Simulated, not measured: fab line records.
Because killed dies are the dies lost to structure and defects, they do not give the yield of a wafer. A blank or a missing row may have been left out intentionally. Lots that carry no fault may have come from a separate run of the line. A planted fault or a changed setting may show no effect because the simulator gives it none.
fab line records | flow sky130
record: lots: 6 | wafers: 18 | last_day: 50
route steps=708 shown CAP2M@604 PAD_OPEN@708
lots untouched by any fault: they come from a run of this same line in which no faults occurred
start_h: hours from the record's opening day to when the first of the lot's shown wafers began | wait_h: hours elapsed since this lot's preceding step | " unchanged from the row above | L1.1+2: several wafers, shown together as one row | - no value present, or no start provided | * or withheld: withheld | < > ~ a bound
route shown NAME@n: NAME is a module with steps in the file, n the number in the route of the first one | usual: mean/standard deviation of fault-free wafers | same: alike in all rows | chamber/n: place in a boat | sites: each site's reading | _std_site: standard deviation of those values | _edge_site: inner sites' mean taken away from outer sites' mean | radius_mm: for every site, how far away it sits from the centre of the wafer | mask NAME#n: copy n | behind: the tool/chamber that last shaped the wafer | hold: the reason the lot was held/the length of the hold in hours/how it ended | device: the n, p or np transistor that did not switch | end of line: the route-end tests of the same wafers | a step without rows: its recipe alone | killed: dies that structure and defects cost at the first sort, which is not the same as the wafer's yield | map: per-die view of a wafer (x killed, . not killed, _ where there is no die)
set.NAME: the setting that was run; set.NAME@STEP: the one run at that earlier step | model.NAME: the simulator's own value behind a step, which no gauge read
lots at selected steps of the route; one table per step, one row per wafer
services: from which hour (start_h, from the record's first day; less than 0 if before it) a tool's chamber was out of use, for how many hours, and why
== steps ==
step: SKY_CAP2M_THK_MEAS_01
recipe: reads: SiO2_of_CAP2M_CVD_00
usual: CAP2M_CVD_00_THK: 15.52/0.22
lot.wafer | tool          | chamber | start_h | wait_h | CAP2M_CVD_00_THK[nm]
L847.1    | film_metro-01 | -       | 935.59  | -      | 15.22
L847.3    | "             | -       | "       | "      | 15.24
L847.5    | "             | -       | "       | "      | 15.44
L850.1    | film_metro-01 | -       | 951.03  | -      | 15.37
L850.3    | "             | -       | "       | "      | 15.45
L850.5    | "             | -       | "       | "      | 15.61
L858.1    | film_metro-03 | -       | 1009.95 | -      | 15.53
L858.3    | "             | -       | "       | "      | 15.83
L858.4    | "             | -       | "       | "      | 15.89
L859.1    | film_metro-03 | -       | 1011.82 | -      | 15.13
L859.3    | "             | -       | "       | "      | 15.41
L859.5    | "             | -       | "       | "      | 15.42
L864.1    | film_metro-01 | -       | 1046.06 | -      | 15.48
L864.4    | "             | -       | "       | "      | 15.55
L864.5    | "             | -       | "       | "      | 15.62
L870.1    | film_metro-03 | -       | 1079.31 | -      | 15.35
L870.3    | "             | -       | "       | "      | 15.33
L870.5    | "             | -       | "       | "      | 15.06
step: SKY_CAP2M_SPUTTER_02
recipe: material: TiN | target_thk_nm: 200 | temp_c: 300 | power_w: 6500 | time_s: 166.7 | chamber_pressure_pa: 0.4
usual: throttle_valve_pct: 29.7/1.2
same: time_s: 166.7
lot.wafer | tool           | chamber | start_h | wait_h | throttle_valve_pct
L847.1    | pvd_sputter-04 | -       | 935.65  | 0.1    | 30.0
L847.3    | "              | -       | "       | "      | 30.4
L847.5    | "              | -       | "       | "      | 30.3
L850.1    | pvd_sputter-02 | -       | 951.09  | 0.1    | 30.4
L850.3    | "              | -       | "       | "      | 29.1
L850.5    | "              | -       | "       | "      | 29.1
L858.1    | pvd_sputter-02 | -       | 1010.01 | 0.1    | 27.4
L858.3    | "              | -       | "       | "      | 29.1
L858.4    | "              | -       | "       | "      | 30.3
L859.1    | pvd_sputter-04 | -       | 1011.88 | 0.1    | 29.6
L859.3    | "              | -       | "       | "      | 30.3
L859.5    | "              | -       | "       | "      | 27.9
L864.1    | pvd_sputter-04 | -       | 1046.12 | 0.1    | 30.2
L864.4    | "              | -       | "       | "      | 29.7
L864.5    | "              | -       | "       | "      | 31.2
L870.1    | pvd_sputter-03 | -       | 1079.37 | 0.1    | 30.2
L870.3    | "              | -       | "       | "      | 30.3
L870.5    | "              | -       | "       | "      | 30.1
step: SKY_CAP2M_RS_MEAS_03
recipe: thk_meas_gauge: four-point-probe | reads: TiN_of_CAP2M_SPUTTER_02
usual: CAP2M_TIN_RS: 6.90/0.069
lot.wafer | tool          | chamber | start_h | wait_h | CAP2M_TIN_RS[ohm/sq]
L847.1    | film_metro-03 | -       | 935.76  | 0.1    | 6.90
L847.3    | "             | -       | "       | "      | 6.95
L847.5    | "             | -       | "       | "      | 6.93
L850.1    | film_metro-03 | -       | 951.20  | 0.1    | 6.90
L850.3    | "             | -       | "       | "      | 6.96
L850.5    | "             | -       | "       | "      | 6.96
L858.1    | film_metro-02 | -       | 1010.12 | 0.1    | 7.05
L858.3    | "             | -       | "       | "      | 7.01
L858.4    | "             | -       | "       | "      | 7.01
L859.1    | film_metro-02 | -       | 1011.99 | 0.1    | 6.88
L859.3    | "             | -       | "       | "      | 6.84
L859.5    | "             | -       | "       | "      | 6.90
L864.1    | film_metro-03 | -       | 1046.23 | 0.1    | 6.89
L864.4    | "             | -       | "       | "      | 6.96
L864.5    | "             | -       | "       | "      | 6.93
L870.1    | film_metro-01 | -       | 1079.48 | 0.1    | 6.80
L870.3    | "             | -       | "       | "      | 6.76
L870.5    | "             | -       | "       | "      | 6.79
step: SKY_CAP2M_THK_MEAS_04
recipe: thk_meas_gauge: xrf | reads: TiN_of_CAP2M_SPUTTER_02
usual: CAP2M_TIN_THK: 196.2/2.3
lot.wafer | tool          | chamber | start_h | wait_h | CAP2M_TIN_THK[nm]
L847.1    | film_metro-03 | -       | 935.88  | 0.1    | 195.2
L847.3    | "             | -       | "       | "      | 193.8
L847.5    | "             | -       | "       | "      | 194.7
L850.1    | film_metro-03 | -       | 951.32  | 0.1    | 195.6
L850.3    | "             | -       | "       | "      | 194.3
L850.5    | "             | -       | "       | "      | 194.3
L858.1    | film_metro-02 | -       | 1010.24 | 0.1    | 190.5
L858.3    | "             | -       | "       | "      | 192.0
L858.4    | "             | -       | "       | "      | 192.3
L859.1    | film_metro-02 | -       | 1012.11 | 0.1    | 195.4
L859.3    | "             | -       | "       | "      | 196.7
L859.5    | "             | -       | "       | "      | 195.8
L864.1    | film_metro-03 | -       | 1046.35 | 0.1    | 197.0
L864.4    | "             | -       | "       | "      | 194.7
L864.5    | "             | -       | "       | "      | 195.3
L870.1    | film_metro-01 | -       | 1079.60 | 0.1    | 201.3
L870.3    | "             | -       | "       | "      | 202.4
L870.5    | "             | -       | "       | "      | 200.5
step: SKY_CAP2M_DEHYDRATE_05
recipe: temp_c: 200 | time_s: 60
step: SKY_CAP2M_HMDS_06
recipe: prime_time_s: 60 | prime_temp_c: 120
step: SKY_CAP2M_COAT_07
recipe: resist: NOVOLAK | spin_rpm: 3000 | resist_thk_nm: 1140
step: SKY_CAP2M_SOFTBAKE_08
recipe: temp_c: 90 | time_s: 60 | resist: NOVOLAK
step: SKY_CAP2M_EXPOSE_09
recipe: mask_id: CAP2M | na: 0.6 | source_shape: conventional | sigma_outer: 0.6 | polarization: unpolarized | target_cd_nm: 1000 | dose_mj: 159
step: SKY_CAP2M_PEB_10
recipe: temp_c: withheld | time_s: * | resist: NOVOLAK
step: SKY_CAP2M_DEVELOP_11
recipe: resist: NOVOLAK | developer: TMAH | develop_time_s: 60 | dev_temp_c: 23
step: SKY_CAP2M_OVL_MEAS_12
usual: CAP2M_OVL: 0.2/1.3
lot.wafer | tool       | chamber | start_h | wait_h | CAP2M_OVL[nm]
L847.1    | overlay-01 | -       | 960.36  | 0.1    | -0.7
L847.3    | "          | -       | "       | "      | -0.9
L847.5    | "          | -       | "       | "      | 1.8
L850.1    | overlay-02 | -       | 975.23  | 0.1    | -1.2
L850.3    | "          | -       | "       | "      | -1.7
L850.5    | "          | -       | "       | "      | 0.1
L858.1    | overlay-02 | -       | 1033.02 | 0.1    | -1.7
L858.3    | "          | -       | "       | "      | -0.6
L858.4    | "          | -       | "       | "      | -1.7
L859.1    | overlay-02 | -       | 1034.56 | 0.1    | -0.1
L859.3    | "          | -       | "       | "      | -2.4
L859.5    | "          | -       | "       | "      | -0.3
L864.1    | overlay-02 | -       | 1067.78 | 0.1    | 1.0
L864.4    | "          | -       | "       | "      | -0.8
L864.5    | "          | -       | "       | "      | 1.2
L870.1    | overlay-01 | -       | 1099.42 | 0.1    | -0.6
L870.3    | "          | -       | "       | "      | -2.8
L870.5    | "          | -       | "       | "      | -2.7
step: SKY_CAP2M_METAL_ETCH_13
recipe: target_depth_nm: 220 | stop_on: SiO2 | chemistry: Cl2/BCl3 | target: TiN | pressure_mtorr: 10 | icp_w: 900 | bias_w: 48.5 | Cl2_flow_sccm: 60 | bcl3_flow_sccm: 30 | time_s: 62.9
usual: bias_w: 48.50/0.13 | drypump_motor_current_A: 5.9/0.4 | oes_product_au: 0.942/0.0073 | throttle_valve_pct: 21.901/0.0093
same: time_s: 62.9
lot.wafer | tool         | chamber | start_h | wait_h | bias_w | drypump_motor_current_A | oes_product_au | rf_hours_counter_h | throttle_valve_pct | model.CAP2M.feature_depth_nm | model.etch.depth_nm | model.NOVOLAK_of_CAP2M_COAT_07.thk_nm
L847.1    | rie_metal-03 | 1       | 960.39  | 0.0    | 48.65  | 5.4                     | 0.945          | 5                  | 21.894             | 200                          | 200                 | 989.6
L847.3    | "            | 1       | "       | "      | 48.66  | 5.4                     | 0.940          | -                  | 21.887             | 198.9                        | 198.9               | 988.8
L847.5    | "            | 0       | "       | "      | 48.64  | 5.6                     | 0.936          | -                  | 21.895             | 199                          | 199                 | 991.4
L850.1    | rie_metal-01 | 1       | 975.27  | 0.0    | 48.28  | 6.2                     | 0.935          | 5                  | 21.912             | 199.7                        | 199.7               | 992.5
L850.3    | "            | 1       | "       | "      | 48.39  | 6.2                     | 0.937          | -                  | 21.910             | 198.7                        | 198.7               | 992.4
L850.5    | "            | 1       | "       | "      | 48.49  | 6.2                     | 0.938          | -                  | 21.915             | 198.6                        | 198.6               | 992.6
L858.1    | rie_metal-01 | 0       | 1033.05 | 0.0    | 48.44  | 6.4                     | 0.938          | 11                 | 21.907             | 196.5                        | 196.5               | 996.7
L858.3    | "            | 1       | "       | "      | 48.33  | 6.2                     | 0.770          | -                  | 22.018             | 138.3                        | 138.3               | 1047
L858.4    | "            | 0       | "       | "      | 48.30  | 6.4                     | 0.931          | -                  | 21.909             | 197.4                        | 197.4               | 996.3
L859.1    | rie_metal-01 | 1       | 1034.59 | 0.0    | 48.51  | 6.2                     | 0.777          | 9                  | 22.024             | 139.2                        | 139.2               | 1043
L859.3    | "            | 1       | "       | "      | 48.33  | 6.2                     | 0.776          | -                  | 21.999             | 138.7                        | 138.7               | 1043
L859.5    | "            | 1       | "       | "      | 48.50  | 6.2                     | 0.769          | -                  | 21.992             | 137.3                        | 137.3               | 1048
L864.1    | rie_metal-02 | 0       | 1067.82 | 0.0    | 48.82  | 6.2                     | 0.933          | 19                 | 21.904             | 200.1                        | 200.1               | 987.8
L864.4    | "            | 0       | "       | "      | 48.55  | 6.2                     | 0.937          | -                  | 21.904             | 198.2                        | 198.2               | 990.3
L864.5    | "            | 1       | "       | "      | 48.51  | 5.5                     | 0.940          | -                  | 21.916             | 199.7                        | 199.7               | 986.8
L870.1    | rie_metal-03 | 1       | 1099.45 | 0.0    | 48.61  | 5.4                     | 0.956          | 13                 | 21.892             | 203.5                        | 203.5               | 993.1
L870.3    | "            | 0       | "       | "      | 48.45  | 5.6                     | 0.945          | -                  | 21.891             | 204.2                        | 204.2               | 988.8
L870.5    | "            | 0       | "       | "      | 48.54  | 5.6                     | 0.951          | -                  | 21.900             | 203.3                        | 203.3               | 994.8
step: SKY_CAP2M_STRIP_14
recipe: chemistry: O2/N2 | power_w: 1400 | pressure_mtorr: 1500 | platen_temp_c: withheld | o2_flow_sccm: 3000 | n2_flow_sccm: 300 | overash_fraction: 0.5
usual: drypump_motor_current_A: 5.8/0.49 | oes_product_au: 0.710/0.0042 | strip_time_to_endpoint_s: 12.65/0.042
lot.wafer | tool            | chamber | start_h | wait_h | drypump_motor_current_A | oes_product_au | rf_hours_counter_h | strip_time_to_endpoint_s
L847.1    | plasma_asher-04 | 1       | 960.47  | 0.1    | 5.7                     | 0.702          | 50                 | 12.61
L847.3    | "               | 0       | "       | "      | 6.0                     | 0.708          | -                  | 12.59
L847.5    | "               | 0       | "       | "      | 6.0                     | 0.706          | -                  | 12.64
L850.1    | plasma_asher-03 | 0       | 975.34  | 0.1    | 5.2                     | 0.714          | 88                 | 12.65
L850.3    | "               | 0       | "       | "      | 5.2                     | 0.707          | -                  | 12.65
L850.5    | "               | 0       | "       | "      | 5.2                     | 0.710          | -                  | 12.65
L858.1    | plasma_asher-04 | 1       | 1033.13 | 0.1    | 5.7                     | 0.705          | 59                 | 12.68
L858.3    | "               | 0       | "       | "      | 5.9                     | 0.712          | -                  | 13.21
L858.4    | "               | 1       | "       | "      | 5.7                     | 0.710          | -                  | 12.67
L859.1    | plasma_asher-04 | 1       | 1034.67 | 0.1    | 5.7                     | 0.705          | 59                 | 13.17
L859.3    | "               | 0       | "       | "      | 5.9                     | 0.711          | -                  | 13.16
L859.5    | "               | 0       | "       | "      | 5.9                     | 0.717          | -                  | 13.23
L864.1    | plasma_asher-02 | 1       | 1067.90 | 0.1    | 6.4                     | 0.714          | 27                 | 12.59
L864.4    | "               | 1       | "       | "      | 6.4                     | 0.704          | -                  | 12.61
L864.5    | "               | 0       | "       | "      | 5.1                     | 0.714          | -                  | 12.58
L870.1    | plasma_asher-04 | 1       | 1099.53 | 0.1    | 5.7                     | 0.710          | 66                 | 12.65
L870.3    | "               | 1       | "       | "      | 5.7                     | 0.710          | -                  | 12.58
L870.5    | "               | 0       | "       | "      | 5.9                     | 0.706          | -                  | 12.67
step: SKY_CAP2M_STRIP_15
recipe: chemistry: post_etch_residue_remover | time_s: 1200 | temp_c: 72.5
step: SKY_PAD_OPEN_PROBE_99
usual: defect_limited_yield: 82.7/2 | killed_at_M0_to_M3: 42/6.8 | killed_at_M4_up: 3.2/1.8 | killed_at_contacts: 25/5.4 | killed_at_front_end: 15/4.5 | killed_at_other: 0.3/0.56 | killed_dies: 85/9.7 | killed_on_rim: 17/3.3 | killed_open: 46/7.1 | killed_short: 39/6.5 | sort_bin_3_pad_short: 0.9/0.42 | sort_bin_5_function: 10.4/1.5 | sort_bin_6_memory: 6.1/1.1 | sort_n_pass: 407/9.7 | sort_yield_pct: 82.7/2
same: gross_dies: 492 | killed_at_back_side: 0 | sort_bin_4_leakage[%]: 0 | sort_bin_8_speed[%]: 0
lot.wafer | tool      | chamber | start_h | wait_h | hold                     | defect_limited_yield[%] | killed_at_M0_to_M3 | killed_at_M4_up | killed_at_contacts | killed_at_front_end | killed_at_other | killed_dies | killed_on_rim | killed_open | killed_short | sort_bin_3_pad_short[%] | sort_bin_5_function[%] | sort_bin_6_memory[%] | sort_n_pass | sort_yield_pct[%]
L847.1    | prober-01 | -       | 1081.64 | 0.1    | -                        | 79.1                    | 58                 | 1               | 28                 | 15                  | 1               | 103         | 24            | 54          | 49           | 0.6                     | 13.0                   | 7.3                  | 389         | 79.1
L847.3    | prober-01 | -       | 1081.74 | 0.2    | -                        | 83.7                    | 34                 | 2               | 29                 | 15                  | 0               | 80          | 21            | 42          | 38           | 0.6                     | 10.2                   | 5.5                  | 412         | 83.7
L847.5    | prober-01 | -       | 1081.84 | 0.2    | -                        | 82.3                    | 49                 | 3               | 24                 | 10                  | 1               | 87          | 20            | 45          | 42           | 1.4                     | 12.2                   | 4.1                  | 405         | 82.3
L850.1    | prober-02 | -       | 1094.63 | 0.1    | -                        | 80.1                    | 53                 | 2               | 21                 | 22                  | 0               | 98          | 18            | 53          | 45           | 1.2                     | 12.2                   | 6.5                  | 394         | 80.1
L850.3    | prober-02 | -       | 1094.73 | 0.2    | -                        | 82.5                    | 42                 | 4               | 33                 | 7                   | 0               | 86          | 13            | 48          | 38           | 1.2                     | 10.2                   | 6.1                  | 406         | 82.5
L850.5    | prober-02 | -       | 1094.83 | 0.2    | -                        | 80.5                    | 48                 | 3               | 35                 | 10                  | 0               | 96          | 19            | 49          | 47           | 1.2                     | 11.0                   | 7.3                  | 396         | 80.5
L858.1    | prober-02 | -       | 1141.89 | 0.1    | await_dispo/4.4h/release | 82.1                    | 51                 | 4               | 14                 | 19                  | 0               | 88          | 12            | 52          | 36           | 1.8                     | 9.6                    | 6.5                  | 404         | 82.1
L858.3    | prober-02 | -       | 1141.99 | 0.2    | await_dispo/4.4h/release | 0                       | 51                 | 2               | 27                 | 15                  | 397             | 492         | 96            | 61          | 34           | 80.7                    | 11.0                   | 8.3                  | 0           | 0
L858.4    | prober-02 | -       | 1142.04 | 0.2    | await_dispo/4.4h/release | 82.5                    | 38                 | 6               | 30                 | 12                  | 0               | 86          | 22            | 49          | 37           | 1.0                     | 11.2                   | 5.3                  | 406         | 82.5
L859.1    | prober-01 | -       | 1143.09 | 0.1    | await_dispo/4.9h/release | 0                       | 43                 | 5               | 29                 | 12                  | 403             | 492         | 96            | 50          | 39           | 82.7                    | 10.0                   | 7.3                  | 0           | 0
L859.3    | prober-01 | -       | 1143.19 | 0.2    | await_dispo/4.9h/release | 0                       | 35                 | 2               | 19                 | 14                  | 422             | 492         | 96            | 43          | 27           | 86.8                    | 8.3                    | 4.9                  | 0           | 0
L859.5    | prober-01 | -       | 1143.29 | 0.2    | await_dispo/4.9h/release | 0                       | 34                 | 2               | 16                 | 11                  | 429             | 492         | 96            | 34          | 30           | 87.4                    | 8.9                    | 3.7                  | 0           | 0
L864.1    | prober-01 | -       | 1172.93 | 0.1    | -                        | 81.5                    | 45                 | 3               | 33                 | 10                  | 0               | 91          | 15            | 55          | 36           | 0.8                     | 9.8                    | 7.9                  | 401         | 81.5
L864.4    | prober-01 | -       | 1173.08 | 0.2    | -                        | 78.5                    | 51                 | 3               | 31                 | 20                  | 1               | 106         | 18            | 49          | 57           | 0.4                     | 13.4                   | 7.7                  | 386         | 78.5
L864.5    | prober-01 | -       | 1173.13 | 0.2    | -                        | 82.5                    | 40                 | 4               | 31                 | 11                  | 0               | 86          | 18            | 49          | 37           | 1.2                     | 8.7                    | 7.5                  | 406         | 82.5
L870.1    | prober-01 | -       | 1197.39 | 0.1    | -                        | 82.5                    | 39                 | 3               | 28                 | 15                  | 1               | 86          | 16            | 42          | 42           | 0.4                     | 9.8                    | 7.3                  | 406         | 82.5
L870.3    | prober-01 | -       | 1197.49 | 0.2    | -                        | 82.7                    | 40                 | 0               | 23                 | 18                  | 4               | 85          | 13            | 46          | 35           | 0.6                     | 11.6                   | 5.1                  | 407         | 82.7
L870.5    | prober-01 | -       | 1197.59 | 0.2    | -                        | 82.5                    | 43                 | 1               | 19                 | 23                  | 0               | 86          | 16            | 41          | 45           | 1.4                     | 10.6                   | 5.5                  | 406         | 82.5
killed by level:class
L847.1 VIA1:geometric_particle:open=14 LI_CONTACT:geometric_particle:open=11 METAL1:geometric_particle:short=11 VIA3:geometric_particle:open=9 CONTACT:geometric_particle:open=8 METAL3:geometric_particle:short=6 FIELD_ISO:geometric_particle:short=5 LOCAL_INTERCONNECT:geometric_particle:short=5
L847.3 LI_CONTACT:geometric_particle:open=13 CONTACT:geometric_particle:open=9 VIA1:geometric_particle:open=5 METAL3:geometric_particle:short=5 FIELD_ISO:geometric_particle:short=4 POLY_GATE:geometric_particle:short=4 METAL1:geometric_particle:short=4 METAL2:geometric_particle:short=4
L847.5 VIA1:geometric_particle:open=9 CONTACT:geometric_particle:open=9 VIA3:geometric_particle:open=8 VIA1:geometric_particle:short=6 CONTACT:geometric_particle:short=6 METAL2:geometric_particle:short=6 VIA2:geometric_particle:short=6 VIA2:geometric_particle:open=5
L850.1 VIA1:geometric_particle:open=10 METAL2:geometric_particle:short=10 CONTACT:geometric_particle:open=8 VIA2:geometric_particle:open=8 VIA1:geometric_particle:short=8 SPACER:geometric_particle:open=6 LI_CONTACT:geometric_particle:open=6 POLY_GATE:geometric_particle:short=5
L850.3 CONTACT:geometric_particle:open=15 METAL2:geometric_particle:short=12 LI_CONTACT:geometric_particle:open=9 VIA1:geometric_particle:open=8 CONTACT:geometric_particle:short=5 VIA2:geometric_particle:open=5 METAL4:geometric_particle:short=4 VIA3:geometric_particle:open=4
L850.5 LI_CONTACT:geometric_particle:open=13 METAL2:geometric_particle:short=11 CONTACT:geometric_particle:open=10 VIA1:geometric_particle:open=7 VIA2:geometric_particle:open=5 VIA3:geometric_particle:open=5 FIELD_ISO:geometric_particle:short=4 LI_CONTACT:geometric_particle:short=4
L858.1 VIA3:geometric_particle:open=12 VIA1:geometric_particle:open=9 CONTACT:geometric_particle:open=8 VIA1:geometric_particle:short=7 VIA2:geometric_particle:open=7 FIELD_ISO:geometric_particle:open=5 POLY_GATE:geometric_particle:short=5 METAL3:geometric_particle:short=4
L858.3 CAP2M:area_etch=396 VIA1:geometric_particle:open=14 CONTACT:geometric_particle:open=12 LI_CONTACT:geometric_particle:open=9 VIA2:geometric_particle:open=9 VIA1:geometric_particle:short=6 VIA3:geometric_particle:short=6 POLY_GATE:geometric_particle:open=5
L858.4 CONTACT:geometric_particle:open=11 VIA2:geometric_particle:open=7 VIA1:geometric_particle:open=7 LI_CONTACT:geometric_particle:open=6 VIA1:geometric_particle:short=6 CONTACT:geometric_particle:short=5 VIA3:geometric_particle:open=5 LI_CONTACT:geometric_particle:short=4
L859.1 CAP2M:area_etch=403 CONTACT:geometric_particle:open=10 LI_CONTACT:geometric_particle:open=8 VIA1:geometric_particle:open=8 VIA3:geometric_particle:short=7 CONTACT:geometric_particle:short=5 METAL1:geometric_particle:short=5 VIA2:geometric_particle:open=5
L859.3 CAP2M:area_etch=422 CONTACT:geometric_particle:open=8 VIA1:geometric_particle:open=8 VIA3:geometric_particle:open=8 LI_CONTACT:geometric_particle:open=7 FIELD_ISO:geometric_particle:open=6 VIA1:geometric_particle:short=4 METAL2:geometric_particle:short=4
L859.5 CAP2M:area_etch=428 CONTACT:geometric_particle:open=9 VIA3:geometric_particle:open=8 VIA1:geometric_particle:short=6 VIA1:geometric_particle:open=5 METAL1:geometric_particle:short=5 LI_CONTACT:geometric_particle:open=4 VIA3:geometric_particle:short=3
L864.1 CONTACT:geometric_particle:open=15 METAL2:geometric_particle:short=10 VIA2:geometric_particle:open=9 LI_CONTACT:geometric_particle:open=7 VIA1:geometric_particle:open=6 METAL1:geometric_particle:short=6 CONTACT:geometric_particle:short=5 POLY_GATE:geometric_particle:open=4
L864.4 CONTACT:geometric_particle:open=12 METAL2:geometric_particle:short=11 VIA3:geometric_particle:open=8 VIA3:geometric_particle:short=8 LI_CONTACT:geometric_particle:open=7 FIELD_ISO:geometric_particle:short=6 VIA1:geometric_particle:short=6 POLY_GATE:geometric_particle:short=5
L864.5 CONTACT:geometric_particle:open=11 LI_CONTACT:geometric_particle:open=8 VIA3:geometric_particle:open=8 VIA2:geometric_particle:open=7 LOCAL_INTERCONNECT:geometric_particle:short=6 VIA1:geometric_particle:open=6 METAL2:geometric_particle:short=5 VIA1:geometric_particle:short=4
L870.1 LI_CONTACT:geometric_particle:open=10 CONTACT:geometric_particle:open=7 VIA1:geometric_particle:open=7 FIELD_ISO:geometric_particle:short=6 CONTACT:geometric_particle:short=6 METAL2:geometric_particle:short=5 VIA3:geometric_particle:open=5 POLY_GATE:geometric_particle:short=4
L870.3 VIA2:geometric_particle:open=9 VIA1:geometric_particle:open=9 CONTACT:geometric_particle:short=7 CONTACT:geometric_particle:open=7 POLY_GATE:geometric_particle:short=6 VIA3:geometric_particle:open=6 METAL2:geometric_particle:short=5 FIELD_ISO:geometric_particle:open=4
L870.5 POLY_GATE:geometric_particle:short=8 CONTACT:geometric_particle:open=7 METAL1:geometric_particle:short=7 VIA3:geometric_particle:open=7 VIA1:geometric_particle:open=6 VIA1:geometric_particle:short=5 FIELD_ISO:geometric_particle:short=4 FIELD_ISO:geometric_particle:open=4
map L858.3 (x killed, . not)
__________xxxxxxxxxx_________
________xxxxxxxxxxxxxx_______
______xxxxxxxxxxxxxxxxxx_____
_____xxxxxxxxxxxxxxxxxxxx____
____xxxxxxxxxxxxxxxxxxxxxx___
___xxxxxxxxxxxxxxxxxxxxxxxx__
__xxxxxxxxxxxxxxxxxxxxxxxxxx_
_xxxxxxxxxxxxxxxxxxxxxxxxxxxx
_xxxxxxxxxxxxxxxxxxxxxxxxxxxx
_xxxxxxxxxxxxxxxxxxxxxxxxxxxx
_xxxxxxxxxxxxxxxxxxxxxxxxxxxx
_xxxxxxxxxxxxxxxxxxxxxxxxxxxx
_xxxxxxxxxxxxxxxxxxxxxxxxxxxx
_xxxxxxxxxxxxxxxxxxxxxxxxxxxx
_xxxxxxxxxxxxxxxxxxxxxxxxxxxx
__xxxxxxxxxxxxxxxxxxxxxxxxxx_
___xxxxxxxxxxxxxxxxxxxxxxxx__
____xxxxxxxxxxxxxxxxxxxxxx___
_____xxxxxxxxxxxxxxxxxxxx____
______xxxxxxxxxxxxxxxxxx_____
________xxxxxxxxxxxxxx_______
__________xxxxxxxxxx_________
map L859.1 (x killed, . not)
__________xxxxxxxxxx_________
________xxxxxxxxxxxxxx_______
______xxxxxxxxxxxxxxxxxx_____
_____xxxxxxxxxxxxxxxxxxxx____
____xxxxxxxxxxxxxxxxxxxxxx___
___xxxxxxxxxxxxxxxxxxxxxxxx__
__xxxxxxxxxxxxxxxxxxxxxxxxxx_
_xxxxxxxxxxxxxxxxxxxxxxxxxxxx
_xxxxxxxxxxxxxxxxxxxxxxxxxxxx
_xxxxxxxxxxxxxxxxxxxxxxxxxxxx
_xxxxxxxxxxxxxxxxxxxxxxxxxxxx
_xxxxxxxxxxxxxxxxxxxxxxxxxxxx
_xxxxxxxxxxxxxxxxxxxxxxxxxxxx
_xxxxxxxxxxxxxxxxxxxxxxxxxxxx
_xxxxxxxxxxxxxxxxxxxxxxxxxxxx
__xxxxxxxxxxxxxxxxxxxxxxxxxx_
___xxxxxxxxxxxxxxxxxxxxxxxx__
____xxxxxxxxxxxxxxxxxxxxxx___
_____xxxxxxxxxxxxxxxxxxxx____
______xxxxxxxxxxxxxxxxxx_____
________xxxxxxxxxxxxxx_______
__________xxxxxxxxxx_________
== services ==
tool            | chamber | start_h | hours | kind
pvd_sputter-03  | -       | 918.92  | 2.0   | repair
pvd_sputter-04  | -       | 918.99  | 4.4   | repair
rie_metal-02    | -       | 921.21  | 2.8   | pm
pvd_sputter-04  | 2       | 924.56  | -     | consumable_replace:kit
pvd_sputter-04  | 2       | 924.56  | 18.0  | scheduled_down
pvd_sputter-04  | 2       | 924.56  | 18.0  | vent_cycle
plasma_asher-02 | -       | 947.82  | 1.1   | repair
plasma_asher-02 | -       | 951.98  | 23.5  | repair
pvd_sputter-04  | -       | 958.79  | 6.9   | repair
plasma_asher-02 | -       | 975.45  | 28.1  | pm
rie_metal-01    | 0       | 977.27  | 4.6   | repair
pvd_sputter-02  | -       | 1024.18 | 5.1   | repair
pvd_sputter-03  | 2       | 1044.56 | -     | consumable_replace:kit
pvd_sputter-03  | 2       | 1044.56 | 18.0  | scheduled_down
pvd_sputter-03  | 2       | 1044.56 | 18.0  | vent_cycle
rie_metal-03    | -       | 1057.03 | 2.8   | pm
pvd_sputter-02  | -       | 1072.05 | 6.8   | repair
pvd_sputter-04  | 1       | 1084.32 | -     | consumable_replace:kit
pvd_sputter-04  | 1       | 1084.32 | 18.0  | scheduled_down
pvd_sputter-04  | 1       | 1084.32 | 18.0  | vent_cycle
pvd_sputter-04  | -       | 1088.06 | 6.4   | repair
rie_metal-02    | 1       | 1093.86 | -     | clean
rie_metal-02    | 1       | 1093.86 | 18.4  | scheduled_down
rie_metal-02    | 1       | 1093.86 | 18.4  | vent_cycle
== key ==
first_sign: step: SKY_CAP2M_METAL_ETCH_13 | reading: oes_product_au | direction: down | sigmas: 23 | usual: 0.942 | struck: 0.773
effect: step: SKY_CAP2M_METAL_ETCH_13 | reading: throttle_valve_pct | direction: up | sigmas: 12 | usual: 21.901 | struck: 22.008
effect: step: SKY_CAP2M_STRIP_14 | reading: strip_time_to_endpoint_s | direction: up | sigmas: 13 | usual: * | struck: *
effect: step: SKY_PAD_OPEN_PROBE_99 | reading: killed_at_other | direction: up | sigmas: 99+ | usual: 0.3 | struck: 412.8
model_effect: step: SKY_CAP2M_METAL_ETCH_13 | value: CAP2M.feature_depth_nm | without: 200 | struck: 138.3
more_kills_born_at: SKY_CAP2M_METAL_ETCH_13@rie_metal-01: 1649
met_at SKY_CAP2M_METAL_ETCH_13
struck_wafers L858.3,L859.1,L859.3,L859.5
later_rows_left_out L858.3,L859.1,L859.3,L859.5
onset_between 975.27 1033.05
fault: kind: process_parameter_drift | tool: rie_metal-01 | chamber: 1 | onset_h: 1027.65 | steps: SKY_CAP2M_METAL_ETCH_13 | channel: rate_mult | offset: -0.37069 | shape: step | end_h: 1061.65
later_rows_left_out: the simulator's readings of these wafers behind a module that went badly wrong aren't trusted and aren't shown, but for the sort
